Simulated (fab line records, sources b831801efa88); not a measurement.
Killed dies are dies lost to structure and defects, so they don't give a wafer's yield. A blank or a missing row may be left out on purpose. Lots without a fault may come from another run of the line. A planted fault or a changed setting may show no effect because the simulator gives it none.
A struck lot beside a sound one | flow sky130 | 16 steps out of a route of 708
Sound: wafers L780.3, L780.4, L780.6. Struck: wafers L793.1, L793.2, L793.6. The cause comes at the end.
At each step with rows: each side's tool, then ch and its chambers, then its first start. Under that, the readings that differ: sound wafers | struck wafers | difference of the means | sigmas: that difference in standard deviations of wafers without a fault.
alike: readings whose means differ by less than 2 such deviations, and words and numbers that are the same on both sides. not compared: withheld readings, readings that some wafer has no value for, bounds like >300 that may hide the same value, and numbers for which the record gives no deviation and whose values overlap.
The two part at a step that has a row with sigmas, a row that says differs or no value, or rows on one side only. Numbers that don't overlap but have no deviation are shown without sigmas and don't part them. A reading that every wafer of one side lacks parts them only if that side has two wafers or more.

first, 5 steps without rows for these wafers: SKY_SONOS_TUNNEL_COAT_02 (resist thk 1140 nm); SKY_SONOS_TUNNEL_SOFTBAKE_03 (time 60 s); SKY_SONOS_TUNNEL_EXPOSE_04 (exposes mask TUNM, target cd 410 nm); SKY_SONOS_TUNNEL_PEB_05; SKY_SONOS_TUNNEL_DEVELOP_06 (develop time 60.75 s).
SKY_SONOS_TUNNEL_CD_MEAS_07: target cd 410 nm.
  sound on cd_sem-02, day 12 03:38; struck on cd_sem-01, day 16 08:47
  alike: cd_nm
SKY_SONOS_TUNNEL_OVL_MEAS_08:
  sound on overlay-01, day 12 03:43; struck on overlay-02, day 16 08:55
  alike: SONOS_TUNNEL_OVL
then, 3 steps without rows for these wafers: SKY_SONOS_TUNNEL_IMPLANT_09; SKY_SONOS_TUNNEL_WET_ETCH_10 (etches SiO2 in dHF, target depth 14 nm, time 280 s); SKY_SONOS_TUNNEL_STRIP_11 (strips in SPM, time 600 s).
SKY_SONOS_TUNNEL_TW_MEAS_12:
  sound on film_metro-01, day 12 04:12; struck on film_metro-01, day 16 09:23
  alike: SONOS_TUNNEL_TW
then, 1 step without rows for these wafers: SKY_SONOS_TUNNEL_CLEAN_13 (cleans in dHF, time 20 s).
SKY_SONOS_ONO_OXIDATION_00: stabilise 600 s, purge 300 s, target thk 2.6 nm.
  sound on furnace-01 ch 0, day 12 05:06; struck on furnace-01 ch 0, day 16 09:28
  reading                                          | sound                | struck               | difference | sigmas
  spike_tc_bottom_C (C)                            | 821.5 821.2 820.5    | 798.0 797.3 798.8    | -23.0      | -18
  spike_tc_centre_C (C)                            | 799.5 801.2 801.6    | 776.9 777.4 779.2    | -22.9      | -23
  spike_tc_lower_C (C)                             | 797.0 799.6 797.0    | 774.8 774.4 775.8    | -22.9      | -14
  spike_tc_top_C (C)                               | 815.4 815.1 814.7    | 793.1 792.0 791.5    | -22.9      | -23
  spike_tc_upper_C (C)                             | 799.0 801.8 801.8    | 776.5 777.1 779.5    | -23.2      | -23
  tube_center_temp_C (C)                           | 799.95 799.99 800.01 | 776.83 776.83 776.73 | -23.19     | -99 or more
  tube_center_temp_C_max                           | 801.6 802.0 801.8    | 779.1 779.3 778.3    | -22.9      | -65
  model.SiO2_of_SONOS_ONO_OXIDATION_00.thk_nm (nm) | 2.553 2.537 2.562    | 1.928 1.879 1.873    | -0.657     |
  alike: zone_power_lower_pct
SKY_SONOS_ONO_THK_MEAS_01:
  sound on film_metro-04, day 12 06:28; struck on film_metro-02, day 16 10:48
  reading                      | sound          | struck         | difference | sigmas
  SONOS_ONO_OXIDATION_THK (nm) | 2.58 2.55 2.54 | 1.94 1.87 1.85 | -0.67      | -12
then, 1 step without rows for these wafers: SKY_SONOS_ONO_CVD_02 (deposits Si3N4 from DCS/NH3, target thk 10.5 nm, time 180 s).
-- the record jumps here: 33 days lie between the struck wafers' starts before and after (it left off in module SONOS_ONO and takes up again in module PAD_OPEN, whose first step shown is number 708 of the route) --
SKY_PAD_OPEN_PROBE_99:
  sound on prober-02, day 46 13:49; struck on prober-01, day 49 09:14
  reading                               | sound                   | struck                  | difference | sigmas
  model.etest.sonos_erased.drive_ua_um  | 206.3 183.4 213.9       | 259.8 253.4 246.2       | +51.9      |
  model.etest.cap_ono.gate_log10_a_cm2  | -7.61 -7.717 -7.765     | -6.846 -6.966 -6.772    | +0.836     |
  model.etest.cap_ono.gate_bv_v (V)     | 16.09 15.97 16.75       | 15.54 15.56 15.64       | -0.69      |
  model.etest.cap_ono.tox_acc_nm (nm)   | 12.65 12.68 12.8        | 12.09 12.07 11.97       | -0.67      |
  model.etest.sonos_erased.vt_v (V)     | -2.404 -2.374 -2.381    | -2.668 -2.666 -2.672    | -0.282     |
  model.etest.sonos_baked.vt_less_v (V) | -0.5509 -0.5509 -0.5209 | -0.8363 -0.8031 -0.8192 | -0.2786    |
  alike: killed_at_M0_to_M3, killed_at_M4_up, killed_at_contacts, killed_at_front_end, killed_at_other, killed_dies, killed_open, killed_short
  not compared: model.etest.sonos_uncharged.r_on_ohm_um, model.etest.pfet_g5v0d10v5.off_log10_a_um

WHERE THEY PART
First at SKY_SONOS_ONO_OXIDATION_00; last, within this record, at SKY_SONOS_ONO_THK_MEAS_01. Later steps at which nothing parts them and some readings are alike: SKY_PAD_OPEN_PROBE_99.

WHY: what the simulator had put in
Process parameter drift: furnace-01, from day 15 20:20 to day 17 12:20, at SKY_SONOS_ONO_OXIDATION_00. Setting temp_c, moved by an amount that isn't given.
